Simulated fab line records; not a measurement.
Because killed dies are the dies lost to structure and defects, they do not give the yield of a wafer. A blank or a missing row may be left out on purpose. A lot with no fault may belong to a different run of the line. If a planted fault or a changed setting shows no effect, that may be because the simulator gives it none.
fab line records    flow sky130
record: lots: 6  wafers: 18  last-day: 50
route steps=708 shown SALICIDE@361 LI_CONTACT@362
lots that met no fault: from a run of the same line without faults
start-h: start of the lot's first displayed wafer, in hours after the record's first day    wait-h: hours from the lot's prior step to this one    " unchanged from the row above    L1.1+2: one row covering several wafers at once    - no value, or no start was given    * or withheld: withheld    < > ~ a bound
route shown NAME@n: NAME is a module with steps in the file, n the number in the route of the first one    usual: average and standard deviation across the fault-free wafers    same: alike in all rows    chamber/n: place in a boat    sites: the reading at each site    _std_site: how widely they spread, as a standard deviation    _edge_site: inner sites' mean taken away from outer sites' mean    radius-mm: how far each site lies from the wafer's centre    mask NAME#n: copy n    behind: the last tool/chamber to shape the wafer    hold: the reason the lot was held/the length of the hold in hours/how it ended    device: which transistor (n, p or np) failed to switch    end of line: the tests these same wafers got at the end of their route    a step without rows: its recipe alone    killed: not the wafer's yield, but the dies lost to structure and defects at the first sort    map: shows each die of a wafer: x if killed, . if not, _ if none is there
set.NAME: setting as actually run; set.NAME@STEP: the setting as run at that earlier step    model.NAME: the simulator's own value behind a step, which no gauge read
a table for each step, a row for each wafer; lots at some steps of the route
services: the hour from which a tool's chamber was out of use, counted from the record's first day as start-h (under 0 if before that day), plus the number of hours and why
== steps ==
step: SKY_SALICIDE_CLEAN_00
recipe: chemistry: HF-last  time-s: 30  dilution: 100:1  dry: ipa-marangoni
step: SKY_LI_CONTACT_HDPCVD_00
recipe: material: PSG  target-thk-nm: 930  sigma-open-frac: 0.3  time-s: 155  temp-c: 600  sih4-flow-sccm: 60  pressure-mtorr: 6
step: SKY_LI_CONTACT_THK_MEAS_01
recipe: reads: PSG_of_LI_CONTACT_HDPCVD_00
usual: LI_CONTACT_HDPCVD_THK: 935/9.7
lot.wafer  tool           chamber  start-h  wait-h  LI_CONTACT_HDPCVD_THK[nm]
L940.2     film-metro-04  -        723.39   0.1     947
L940.4     "              -        "        "       946
L940.5     "              -        "        "       945
L943.1     film-metro-04  -        753.67   0.1     917
L943.2     "              -        "        "       918
L943.4     "              -        "        "       911
L944.2     film-metro-01  -        761.17   0.1     945
L944.3     "              -        "        "       930
L944.4     "              -        "        "       933
L948.1     film-metro-04  -        786.17   0.1     931
L948.4     "              -        "        "       931
L948.6     "              -        "        "       924
L953.3     film-metro-01  -        819.77   0.1     951
L953.4     "              -        "        "       950
L953.6     "              -        "        "       942
L954.1     film-metro-02  -        825.90   0.1     923
L954.2     "              -        "        "       925
L954.4     "              -        "        "       929
step: SKY_LI_CONTACT_CMP_02
recipe: material: PSG  down-force-psi: 4  platen-rpm: 60  pad-velocity-m-s: 0.94248
usual: motor-current-A: 13.6/1.1  time-to-endpoint-s: 34.2/2.3
lot.wafer  tool    chamber  start-h  wait-h  motor-current-A  time-to-endpoint-s
L940.2     cmp-01  3        723.49   0.1     11.0             36.2
L940.4     "       1        "        "       12.4             35.8
L940.5     "       2        "        "       14.4             37.0
L943.4     cmp-02  2        753.73   0.0     14.2             32.6
L943.2     "       3        "        "       14.5             32.9
L943.1     "       1        "        "       14.4             33.7
L944.2     cmp-01  3        761.22   0.0     10.5             32.8
L944.3     "       1        "        "       11.7             32.2
L944.4     "       2        "        "       14.2             34.5
L948.4     cmp-02  3        786.23   0.0     14.6             30.7
L948.1     "       0        "        "       14.5             35.4
L948.6     "       0        "        "       14.0             32.3
L953.3     cmp-01  3        819.92   0.1     11.1             36.4
L953.4     "       0        "        "       12.1             34.9
L953.6     "       1        "        "       12.1             35.6
L954.2     cmp-02  1        826.01   0.1     13.9             31.3
L954.1     "       2        "        "       15.1             32.7
L954.4     "       3        "        "       14.3             33.0
step: SKY_LI_CONTACT_BOW_MEAS_03
recipe: mode: bow
usual: LI_CONTACT_BOW: 56/6.6
lot.wafer  tool           chamber  start-h  wait-h  LI_CONTACT_BOW[um]
L940.2     film-metro-01  -        723.76   0.2     60
L940.4     "              -        "        "       58
L940.5     "              -        "        "       53
L943.1     film-metro-02  -        754.03   0.1     52
L943.2     "              -        "        "       64
L943.4     "              -        "        "       59
L944.2     film-metro-01  -        761.54   0.3     58
L944.3     "              -        "        "       64
L944.4     "              -        "        "       66
L948.1     film-metro-04  -        786.53   0.2     59
L948.4     "              -        "        "       59
L948.6     "              -        "        "       60
L953.3     film-metro-01  -        820.16   0.2     60
L953.4     "              -        "        "       60
L953.6     "              -        "        "       59
L954.1     film-metro-04  -        826.26   0.1     49
L954.2     "              -        "        "       68
L954.4     "              -        "        "       52
step: SKY_LI_CONTACT_DEHYDRATE_04
recipe: temp-c: 200  time-s: 60
step: SKY_LI_CONTACT_HMDS_05
recipe: prime-time-s: 60  prime-temp-c: 120
step: SKY_LI_CONTACT_COAT_06
recipe: resist: BARC  temp-c: withheld  time-s: withheld  spin-rpm: 3000  resist-thk-nm: 60
step: SKY_LI_CONTACT_COAT_07
recipe: resist: KrF-thick  spin-rpm: 3000  resist-thk-nm: 450
step: SKY_LI_CONTACT_SOFTBAKE_08
recipe: temp-c: 100  time-s: 90  resist: KrF-thick
step: SKY_LI_CONTACT_EXPOSE_09
recipe: mask-id: LICM1  na: 0.8  source-shape: annular  sigma-inner: 0.55  sigma-outer: 0.85  target-cd-nm: 170  dose-mj: 38
step: SKY_LI_CONTACT_PEB_10
recipe: peb-temp-c: withheld  peb-time-s: withheld  resist: KrF-thick
step: SKY_LI_CONTACT_DEVELOP_11
recipe: develop-time-s: 60  resist: KrF-thick  dev-temp-c: 21
usual: chill-plate-temp-C: 23.03/0.11  develop-time-s: 60/0  developer-temp-C: 21.01/0.11
lot.wafer  tool            chamber  start-h  wait-h  chill-plate-temp-C  develop-time-s  developer-temp-C  model.KrF-thick_of_LI_CONTACT_COAT_07.thk-nm
L940.2     litho-track-03  0        751      -       23.14               60              21.00             436.3
L940.4     "               0        "        "       23.33               60              21.08             434.9
L940.5     "               0        "        "       23.25               60              21.22             436
L943.1     litho-track-01  -        780      -       -                   -               -                 449.9
L943.2     "               -        "        "       -                   -               -                 450.5
L943.4     "               -        "        "       -                   -               -                 449.3
L944.2     litho-track-04  -        788      -       -                   -               -                 449.2
L944.3     "               -        "        "       -                   -               -                 450.9
L944.4     "               -        "        "       -                   -               -                 451.2
L948.1     litho-track-01  0        813      -       23.07               60              20.95             436.3
L948.4     "               0        "        "       23.15               60              21.00             436.1
L948.6     "               0        "        "       23.13               60              20.82             434.3
L953.3     litho-track-03  0        846      -       22.98               60              21.09             437.4
L953.4     "               0        "        "       22.76               60              21.12             436.5
L953.6     "               0        "        "       22.87               60              21.15             437.8
L954.1     litho-track-04  0        852      -       22.89               60              20.94             437.4
L954.2     "               0        "        "       22.81               60              21.15             436.6
L954.4     "               0        "        "       22.95               60              21.09             436.5
step: SKY_LI_CONTACT_CD_MEAS_12
recipe: target-cd-nm: 170
usual: cd-nm: 169.9/1.4
lot.wafer  tool       chamber  start-h  wait-h  cd-nm
L940.2     cd-sem-02  -        751.41   -       170.0
L940.4     "          -        "        "       168.8
L940.5     "          -        "        "       168.7
L943.1     cd-sem-02  -        780.67   -       -
L943.2     "          -        "        "       -
L943.4     "          -        "        "       -
L944.2     cd-sem-01  -        788.47   -       -
L944.3     "          -        "        "       -
L944.4     "          -        "        "       -
L948.1     cd-sem-01  -        813.52   -       168.7
L948.4     "          -        "        "       169.2
L948.6     "          -        "        "       169.9
L953.3     cd-sem-01  -        846.98   -       171.4
L953.4     "          -        "        "       171.9
L953.6     "          -        "        "       170.9
L954.1     cd-sem-02  -        852.66   -       168.4
L954.2     "          -        "        "       169.1
L954.4     "          -        "        "       170.3
== services ==
tool            chamber  start-h  hours  kind
litho-track-01  -        733.09   -      consumable-replace:filter
cmp-02          -        744.00   4.0    pm
cmp-02          -        748.00   -      consumable-replace:conditioner
cmp-02          -        748.00   -      consumable-replace:pad
cmp-01          -        772.80   0.2    repair
cmp-02          -        818.03   0.3    repair
== key ==
first-sign: step: SKY_LI_CONTACT_DEVELOP_11  reading: tool-record  direction: missing
effect none on later readings
model-effect: step: SKY_LI_CONTACT_DEVELOP_11  value: KrF-thick_of_LI_CONTACT_COAT_07.thk-nm  without: 436.1  struck: 450.2
met-at SKY_LI_CONTACT_DEVELOP_11
struck-wafers L943.1,L943.2,L943.4,L944.2,L944.3,L944.4
later-rows-left-out L943.1,L943.2,L943.4,L944.2,L944.3,L944.4
sort-left-out L943.1,L943.2,L943.4,L944.2,L944.3,L944.4
tester-left-out L943,L944
fault: kind: skipped-step-whole  tool: litho-track-01,litho-track-04  chamber: -  onset-h: 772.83  steps: SKY_LI_CONTACT_DEVELOP_11  scope: struck-lots-only
tester-left-out: of these lots the tester's yield and bins aren't shown, on N5 and GAA mostly nor the transistor test; their killed dies are dies lost to structure and defects alone, not to doping, threshold or leakage, so they don't give the yield
sort-left-out: the simulated sort isn't trusted on such a fault, so these wafers' sort isn't shown, and their yield isn't known
later-rows-left-out: the simulator's readings of these wafers behind a module that went badly wrong aren't trusted and aren't shown, but for the sort
